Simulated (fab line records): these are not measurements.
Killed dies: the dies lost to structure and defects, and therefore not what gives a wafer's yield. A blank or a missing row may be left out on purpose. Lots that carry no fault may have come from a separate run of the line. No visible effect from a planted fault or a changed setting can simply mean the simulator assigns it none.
Which tool was responsible? || flow gf180mcu || 39 wafers from 13 lots sampled at 5 of the route's 602 steps

== WHAT THE GAUGES SHOWED, per wafer ==
GF_MVSD_TW_MEAS_11.
{"lot": "L615", "measured": "day 4 09:44", "on": "filmMetro-03", "MVSD_TW": "1589 1593 1590"}
{"lot": "L616", "measured": "day 4 13:58", "on": "filmMetro-04", "MVSD_TW": "1576 1574 1583"}
{"lot": "L617", "measured": "day 4 18:40", "on": "filmMetro-03", "MVSD_TW": "1589 1585 1584"}
{"lot": "L619", "measured": "day 5 11:52", "on": "filmMetro-03", "MVSD_TW": "1585 1587 1580"}
{"lot": "L618", "measured": "day 5 12:35", "on": "filmMetro-03", "MVSD_TW": "1578 1578 1583"}
{"lot": "L620", "measured": "day 5 21:42", "on": "filmMetro-04", "MVSD_TW": "1568 1572 1580"}
{"lot": "L621", "measured": "day 6 09:26", "on": "filmMetro-04", "MVSD_TW": "1575 1577 1572"}
{"lot": "L623", "measured": "day 6 15:16", "on": "filmMetro-01", "MVSD_TW": "1551 1543 1553"}
{"lot": "L622", "measured": "day 6 15:38", "on": "filmMetro-01", "MVSD_TW": "1551 1547 1553"}
{"lot": "L625", "measured": "day 7 05:57", "on": "filmMetro-03", "MVSD_TW": "1586 1590 1589"}
{"lot": "L626", "measured": "day 7 08:16", "on": "filmMetro-03", "MVSD_TW": "1584 1605 1591"}
{"lot": "L630", "measured": "day 8 04:22", "on": "filmMetro-01", "MVSD_TW": "29 29 29"}
{"lot": "L636", "measured": "day 9 12:25", "on": "filmMetro-01", "MVSD_TW": "1536 1545 1541"}

GF_VT_IMPLANT_OVL_MEAS_07.
{"lot": "L615", "measured": "day 5 12:20", "on": "overlay-02", "VT_IMPLANT_OVL (nm)": "-2.2 -1.5 0.0"}
{"lot": "L616", "measured": "day 5 18:20", "on": "overlay-02", "VT_IMPLANT_OVL (nm)": "-3.2 -2.0 -1.7"}
{"lot": "L617", "measured": "day 5 23:34", "on": "overlay-02", "VT_IMPLANT_OVL (nm)": "-1.8 -0.7 0.4"}
{"lot": "L619", "measured": "day 6 17:49", "on": "overlay-02", "VT_IMPLANT_OVL (nm)": "-0.7 -1.0 -0.3"}
{"lot": "L618", "measured": "day 6 18:14", "on": "overlay-02", "VT_IMPLANT_OVL (nm)": "-2.2 -3.0 -3.3"}
{"lot": "L620", "measured": "day 7 04:28", "on": "overlay-01", "VT_IMPLANT_OVL (nm)": "-2.4 -0.2 -0.8"}
{"lot": "L621", "measured": "day 7 16:34", "on": "overlay-02", "VT_IMPLANT_OVL (nm)": "0.9 -0.4 -0.6"}
{"lot": "L623", "measured": "day 7 22:25", "on": "overlay-01", "VT_IMPLANT_OVL (nm)": "2.1 0.8 1.6"}
{"lot": "L622", "measured": "day 7 22:43", "on": "overlay-02", "VT_IMPLANT_OVL (nm)": "0.1 -2.2 -1.4"}
{"lot": "L625", "measured": "day 8 14:10", "on": "overlay-01", "VT_IMPLANT_OVL (nm)": "1.6 1.6 1.7"}
{"lot": "L626", "measured": "day 8 16:58", "on": "overlay-01", "VT_IMPLANT_OVL (nm)": "-4.4 -1.0 -0.5"}
{"lot": "L630", "measured": "day 9 13:58", "on": "overlay-02", "VT_IMPLANT_OVL (nm)": "-1.0 0.2 0.2"}
{"lot": "L636", "measured": "day 10 23:55", "on": "overlay-01", "VT_IMPLANT_OVL (nm)": "-1.1 -0.6 -0.5"}

== TOOL THAT RAN EACH LOT (tool first, then ch and the chambers of the sampled wafers, then the start) ==
{"lot": "L615", "GF_DNWELL_STRIP_08": "plasmaAsher-03 ch 0,1, day 2 19:24", "GF_LVPWELL_STRIP_10": "plasmaAsher-04 ch 0,1, day 3 20:31", "GF_MVSD_STRIP_10": "plasmaAsher-02 ch 0,1, day 4 09:38"}
{"lot": "L616", "GF_DNWELL_STRIP_08": "plasmaAsher-04 ch 0,1, day 2 23:32", "GF_LVPWELL_STRIP_10": "plasmaAsher-02 ch 0,1, day 4 00:50", "GF_MVSD_STRIP_10": "plasmaAsher-02 ch 0,1, day 4 13:52"}
{"lot": "L617", "GF_DNWELL_STRIP_08": "plasmaAsher-01 ch 0,1, day 3 04:15", "GF_LVPWELL_STRIP_10": "plasmaAsher-04 ch 0,1, day 4 05:23", "GF_MVSD_STRIP_10": "plasmaAsher-03 ch 0,1, day 4 18:34"}
{"lot": "L619", "GF_DNWELL_STRIP_08": "plasmaAsher-04 ch 0,1, day 3 19:52", "GF_LVPWELL_STRIP_10": "plasmaAsher-02 ch 0,1, day 4 21:14", "GF_MVSD_STRIP_10": "plasmaAsher-04 ch 0,1, day 5 11:46"}
{"lot": "L618", "GF_DNWELL_STRIP_08": "plasmaAsher-03 ch 0,1, day 3 19:59", "GF_LVPWELL_STRIP_10": "plasmaAsher-01 ch 0,1, day 4 21:59", "GF_MVSD_STRIP_10": "plasmaAsher-02 ch 0,1, day 5 12:29"}
{"lot": "L620", "GF_DNWELL_STRIP_08": "plasmaAsher-01 ch 0,1, day 4 04:13", "GF_LVPWELL_STRIP_10": "plasmaAsher-04 ch 0,1, day 5 07:17", "GF_MVSD_STRIP_10": "plasmaAsher-02 ch 0,1, day 5 21:35"}
{"lot": "L621", "GF_DNWELL_STRIP_08": "plasmaAsher-03 ch 0,1, day 4 13:25", "GF_LVPWELL_STRIP_10": "plasmaAsher-01 ch 0,1, day 5 18:29", "GF_MVSD_STRIP_10": "plasmaAsher-02 ch 0,1, day 6 09:20"}
{"lot": "L623", "GF_DNWELL_STRIP_08": "plasmaAsher-01 ch 0,1, day 4 18:42", "GF_LVPWELL_STRIP_10": "plasmaAsher-04 ch 0,1, day 5 23:52", "GF_MVSD_STRIP_10": "plasmaAsher-04 ch 1, day 6 15:10"}
{"lot": "L622", "GF_DNWELL_STRIP_08": "plasmaAsher-03 ch 0, day 4 18:49", "GF_LVPWELL_STRIP_10": "plasmaAsher-01 ch 0,1, day 6 00:23", "GF_MVSD_STRIP_10": "plasmaAsher-02 ch 0,1, day 6 15:32"}
{"lot": "L625", "GF_DNWELL_STRIP_08": "plasmaAsher-04 ch 0,1, day 5 08:16", "GF_LVPWELL_STRIP_10": "plasmaAsher-04 ch 0,1, day 6 14:26", "GF_MVSD_STRIP_10": "plasmaAsher-04 ch 0,1, day 7 05:50"}
{"lot": "L626", "GF_DNWELL_STRIP_08": "plasmaAsher-01 ch 0,1, day 5 09:51", "GF_LVPWELL_STRIP_10": "plasmaAsher-02 ch 0,1, day 6 16:20", "GF_MVSD_STRIP_10": "plasmaAsher-03 ch 0,1, day 7 08:10"}
{"lot": "L630", "GF_DNWELL_STRIP_08": "plasmaAsher-04 ch 0,1, day 6 05:39", "GF_LVPWELL_STRIP_10": "plasmaAsher-04 ch 0,1, day 7 12:20", "GF_MVSD_STRIP_10": "plasmaAsher-03 ch 0,1, day 8 04:15"}
{"lot": "L636", "GF_DNWELL_STRIP_08": "plasmaAsher-04 ch 0,1, day 7 10:04", "GF_LVPWELL_STRIP_10": "plasmaAsher-02 ch 1, day 8 19:20", "GF_MVSD_STRIP_10": "plasmaAsher-03 ch 0,1, day 9 12:19"}
- GF_DNWELL_STRIP_08: strips in O2/N2.
- GF_LVPWELL_STRIP_10: strips in O2/N2.
- GF_MVSD_STRIP_10: strips in O2/N2.

== WHAT THE TOOLS THEMSELVES READ (means of the sampled wafers that have a number; where no wafer has one, the mark that the record gives instead) ==
GF_DNWELL_STRIP_08.
{"lot": "L615", "tool": "plasmaAsher-03", "chamberPressureMTorr (mTorr)": 1500.3, "drypumpMotorCurrentA (A)": 5.8, "heaterPowerW (W)": 331, "oesProductAu (a.u.)": 0.721, "stripTimeToEndpointS (s)": 36.86}
{"lot": "L616", "tool": "plasmaAsher-04", "chamberPressureMTorr (mTorr)": 1500.6, "drypumpMotorCurrentA (A)": 5.2, "heaterPowerW (W)": 303, "oesProductAu (a.u.)": 0.722, "stripTimeToEndpointS (s)": 36.88}
{"lot": "L617", "tool": "plasmaAsher-01", "chamberPressureMTorr (mTorr)": 1500.4, "drypumpMotorCurrentA (A)": 5.9, "heaterPowerW (W)": 348, "oesProductAu (a.u.)": 0.723, "stripTimeToEndpointS (s)": 36.82}
{"lot": "L619", "tool": "plasmaAsher-04", "chamberPressureMTorr (mTorr)": 1501.0, "drypumpMotorCurrentA (A)": 5.2, "heaterPowerW (W)": 308, "oesProductAu (a.u.)": 0.724, "stripTimeToEndpointS (s)": 36.97}
{"lot": "L618", "tool": "plasmaAsher-03", "chamberPressureMTorr (mTorr)": 1500.1, "drypumpMotorCurrentA (A)": 5.8, "heaterPowerW (W)": 330, "oesProductAu (a.u.)": 0.721, "stripTimeToEndpointS (s)": 36.93}
{"lot": "L620", "tool": "plasmaAsher-01", "chamberPressureMTorr (mTorr)": 1500.8, "drypumpMotorCurrentA (A)": 5.8, "heaterPowerW (W)": 316, "oesProductAu (a.u.)": 0.725, "stripTimeToEndpointS (s)": 36.85}
{"lot": "L621", "tool": "plasmaAsher-03", "chamberPressureMTorr (mTorr)": 1500.5, "drypumpMotorCurrentA (A)": 5.9, "heaterPowerW (W)": 342, "oesProductAu (a.u.)": 0.719, "stripTimeToEndpointS (s)": 37.14}
{"lot": "L623", "tool": "plasmaAsher-01", "chamberPressureMTorr (mTorr)": 1498.8, "drypumpMotorCurrentA (A)": 5.8, "heaterPowerW (W)": 317, "oesProductAu (a.u.)": 0.723, "stripTimeToEndpointS (s)": 36.95}
{"lot": "L622", "tool": "plasmaAsher-03", "chamberPressureMTorr (mTorr)": 1499.5, "drypumpMotorCurrentA (A)": 5.9, "heaterPowerW (W)": 357, "oesProductAu (a.u.)": 0.722, "stripTimeToEndpointS (s)": 36.96}
{"lot": "L625", "tool": "plasmaAsher-04", "chamberPressureMTorr (mTorr)": 1500.6, "drypumpMotorCurrentA (A)": 5.2, "heaterPowerW (W)": 309, "oesProductAu (a.u.)": 0.722, "stripTimeToEndpointS (s)": 36.95}
{"lot": "L626", "tool": "plasmaAsher-01", "chamberPressureMTorr (mTorr)": 1498.4, "drypumpMotorCurrentA (A)": 5.9, "heaterPowerW (W)": 345, "oesProductAu (a.u.)": 0.721, "stripTimeToEndpointS (s)": 37.05}
{"lot": "L630", "tool": "plasmaAsher-04", "chamberPressureMTorr (mTorr)": 1502.5, "drypumpMotorCurrentA (A)": 5.2, "heaterPowerW (W)": 309, "oesProductAu (a.u.)": 0.723, "stripTimeToEndpointS (s)": 36.95}
{"lot": "L636", "tool": "plasmaAsher-04", "chamberPressureMTorr (mTorr)": 1499.4, "drypumpMotorCurrentA (A)": 5.2, "heaterPowerW (W)": 307, "oesProductAu (a.u.)": 0.725, "stripTimeToEndpointS (s)": 37.07}

GF_LVPWELL_STRIP_10.
{"lot": "L615", "tool": "plasmaAsher-04", "chamberPressureMTorr (mTorr)": 1498.7, "drypumpMotorCurrentA (A)": 5.2, "heaterPowerW (W)": 307, "oesProductAu (a.u.)": 0.722, "stripTimeToEndpointS (s)": 37.22}
{"lot": "L616", "tool": "plasmaAsher-02", "chamberPressureMTorr (mTorr)": 1499.5, "drypumpMotorCurrentA (A)": 6.3, "heaterPowerW (W)": 372, "oesProductAu (a.u.)": 0.726, "stripTimeToEndpointS (s)": 36.91}
{"lot": "L617", "tool": "plasmaAsher-04", "chamberPressureMTorr (mTorr)": 1501.8, "drypumpMotorCurrentA (A)": 5.2, "heaterPowerW (W)": 307, "oesProductAu (a.u.)": 0.723, "stripTimeToEndpointS (s)": 36.97}
{"lot": "L619", "tool": "plasmaAsher-02", "chamberPressureMTorr (mTorr)": 1500.0, "drypumpMotorCurrentA (A)": 6.3, "heaterPowerW (W)": 372, "oesProductAu (a.u.)": 0.722, "stripTimeToEndpointS (s)": 37.03}
{"lot": "L618", "tool": "plasmaAsher-01", "chamberPressureMTorr (mTorr)": 1499.3, "drypumpMotorCurrentA (A)": 5.8, "heaterPowerW (W)": 322, "oesProductAu (a.u.)": 0.721, "stripTimeToEndpointS (s)": 37.01}
{"lot": "L620", "tool": "plasmaAsher-04", "chamberPressureMTorr (mTorr)": 1499.1, "drypumpMotorCurrentA (A)": 5.2, "heaterPowerW (W)": 308, "oesProductAu (a.u.)": 0.725, "stripTimeToEndpointS (s)": 36.82}
{"lot": "L621", "tool": "plasmaAsher-01", "chamberPressureMTorr (mTorr)": 1498.3, "drypumpMotorCurrentA (A)": 5.8, "heaterPowerW (W)": 314, "oesProductAu (a.u.)": 0.726, "stripTimeToEndpointS (s)": 37.06}
{"lot": "L623", "tool": "plasmaAsher-04", "chamberPressureMTorr (mTorr)": 1499.1, "drypumpMotorCurrentA (A)": 5.2, "heaterPowerW (W)": 308, "oesProductAu (a.u.)": 0.720, "stripTimeToEndpointS (s)": 37.04}
{"lot": "L622", "tool": "plasmaAsher-01", "chamberPressureMTorr (mTorr)": 1499.9, "drypumpMotorCurrentA (A)": 5.9, "heaterPowerW (W)": 346, "oesProductAu (a.u.)": 0.720, "stripTimeToEndpointS (s)": 37.07}
{"lot": "L625", "tool": "plasmaAsher-04", "chamberPressureMTorr (mTorr)": 1500.3, "drypumpMotorCurrentA (A)": 5.3, "heaterPowerW (W)": 305, "oesProductAu (a.u.)": 0.724, "stripTimeToEndpointS (s)": 36.98}
{"lot": "L626", "tool": "plasmaAsher-02", "chamberPressureMTorr (mTorr)": 1499.9, "drypumpMotorCurrentA (A)": 6.3, "heaterPowerW (W)": 373, "oesProductAu (a.u.)": 0.718, "stripTimeToEndpointS (s)": 36.83}
{"lot": "L630", "tool": "plasmaAsher-04", "chamberPressureMTorr (mTorr)": 1500.0, "drypumpMotorCurrentA (A)": 5.2, "heaterPowerW (W)": 310, "oesProductAu (a.u.)": 0.943, "stripTimeToEndpointS (s)": "-"}
{"lot": "L636", "tool": "plasmaAsher-02", "chamberPressureMTorr (mTorr)": 1500.3, "drypumpMotorCurrentA (A)": 6.7, "heaterPowerW (W)": 391, "oesProductAu (a.u.)": 0.724, "stripTimeToEndpointS (s)": 37.04}

GF_MVSD_STRIP_10.
{"lot": "L615", "tool": "plasmaAsher-02", "chamberPressureMTorr (mTorr)": 1499.5, "drypumpMotorCurrentA (A)": 6.3, "heaterPowerW (W)": 377, "oesProductAu (a.u.)": 0.724, "stripTimeToEndpointS (s)": 37.03}
{"lot": "L616", "tool": "plasmaAsher-02", "chamberPressureMTorr (mTorr)": 1499.1, "drypumpMotorCurrentA (A)": 5.9, "heaterPowerW (W)": 360, "oesProductAu (a.u.)": 0.725, "stripTimeToEndpointS (s)": 37.02}
{"lot": "L617", "tool": "plasmaAsher-03", "chamberPressureMTorr (mTorr)": 1498.9, "drypumpMotorCurrentA (A)": 5.8, "heaterPowerW (W)": 327, "oesProductAu (a.u.)": 0.723, "stripTimeToEndpointS (s)": 37.03}
{"lot": "L619", "tool": "plasmaAsher-04", "chamberPressureMTorr (mTorr)": 1500.8, "drypumpMotorCurrentA (A)": 5.2, "heaterPowerW (W)": 304, "oesProductAu (a.u.)": 0.727, "stripTimeToEndpointS (s)": 36.89}
{"lot": "L618", "tool": "plasmaAsher-02", "chamberPressureMTorr (mTorr)": 1500.0, "drypumpMotorCurrentA (A)": 6.3, "heaterPowerW (W)": 375, "oesProductAu (a.u.)": 0.725, "stripTimeToEndpointS (s)": 36.87}
{"lot": "L620", "tool": "plasmaAsher-02", "chamberPressureMTorr (mTorr)": 1498.8, "drypumpMotorCurrentA (A)": 6.3, "heaterPowerW (W)": 373, "oesProductAu (a.u.)": 0.727, "stripTimeToEndpointS (s)": 36.89}
{"lot": "L621", "tool": "plasmaAsher-02", "chamberPressureMTorr (mTorr)": 1500.6, "drypumpMotorCurrentA (A)": 6.3, "heaterPowerW (W)": 378, "oesProductAu (a.u.)": 0.722, "stripTimeToEndpointS (s)": 36.87}
{"lot": "L623", "tool": "plasmaAsher-04", "chamberPressureMTorr (mTorr)": 1500.5, "drypumpMotorCurrentA (A)": 5.2, "heaterPowerW (W)": 303, "oesProductAu (a.u.)": 0.719, "stripTimeToEndpointS (s)": 36.86}
{"lot": "L622", "tool": "plasmaAsher-02", "chamberPressureMTorr (mTorr)": 1500.8, "drypumpMotorCurrentA (A)": 6.3, "heaterPowerW (W)": 376, "oesProductAu (a.u.)": 0.721, "stripTimeToEndpointS (s)": 37.02}
{"lot": "L625", "tool": "plasmaAsher-04", "chamberPressureMTorr (mTorr)": 1499.9, "drypumpMotorCurrentA (A)": 5.2, "heaterPowerW (W)": 304, "oesProductAu (a.u.)": 0.724, "stripTimeToEndpointS (s)": 37.03}
{"lot": "L626", "tool": "plasmaAsher-03", "chamberPressureMTorr (mTorr)": 1499.7, "drypumpMotorCurrentA (A)": 5.9, "heaterPowerW (W)": 337, "oesProductAu (a.u.)": 0.723, "stripTimeToEndpointS (s)": 37.10}
{"lot": "L630", "tool": "plasmaAsher-03", "chamberPressureMTorr (mTorr)": 1499.6, "drypumpMotorCurrentA (A)": 5.8, "heaterPowerW (W)": 332, "oesProductAu (a.u.)": 0.731, "stripTimeToEndpointS (s)": 58.10}
{"lot": "L636", "tool": "plasmaAsher-03", "chamberPressureMTorr (mTorr)": 1501.0, "drypumpMotorCurrentA (A)": 5.9, "heaterPowerW (W)": 341, "oesProductAu (a.u.)": 0.725, "stripTimeToEndpointS (s)": 36.78}

== THE ANSWER, worked out from the rows above alone ==
Rule: usual is defined by the lots themselves. Put in order of their means at a reading, lots are off if they are a third of the lots or fewer, leave a main group of 4 or more, and stand apart from it by a gap of 3 or more times the standard deviation of the main group's means; of several such gaps the widest counts. Not used: any main group whose means are identical at the precision the tables above print for the reading. Also off: a lot with no number at a reading for which 4 or more lots have one. The other lots that the step has rows for count as sound. First the gauges in route order, then the tools' own readings, where a lot's mean is used as printed above. The first step at which some lot is off is used, and at that step the reading that is off furthest; a lot without a number counts as furthest.
Off: L630, seen at GF_MVSD_TW_MEAS_11 (MVSD_TW). Main group: mean 1574, sd 17.
A tool fits if, at a process step before that reading, it ran every lot that is off, and no sound lot after the first of them. Not tried: the gauges at GF_MVSD_TW_MEAS_11; whatever is off there is also off at GF_LVPWELL_STRIP_10, on other tools, and gauge error can't account for it. One candidate fits, namely plasmaAsher-04 at GF_LVPWELL_STRIP_10. Its last sound lot is L625 (day 6 14:26), its first lot that is off L630 (day 7 12:20): a fault that began between those two fits.
On the lots that are off, the tool's own readings at GF_LVPWELL_STRIP_10 differ by more than 5 times the standard deviation of the sound lots' means, which bears it out; oesProductAu reads 0.943 a.u. there versus 0.723 a.u. on the sound lots.
Blank at GF_LVPWELL_STRIP_10 on the lots that are off, where sound lots have numbers: stripTimeToEndpointS.

== WHAT THE SIMULATOR HAD INSERTED ==
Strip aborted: plasmaAsher-04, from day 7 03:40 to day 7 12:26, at GF_LVPWELL_STRIP_10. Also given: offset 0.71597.
Struck lots among those shown: L630. The rule above found the same.
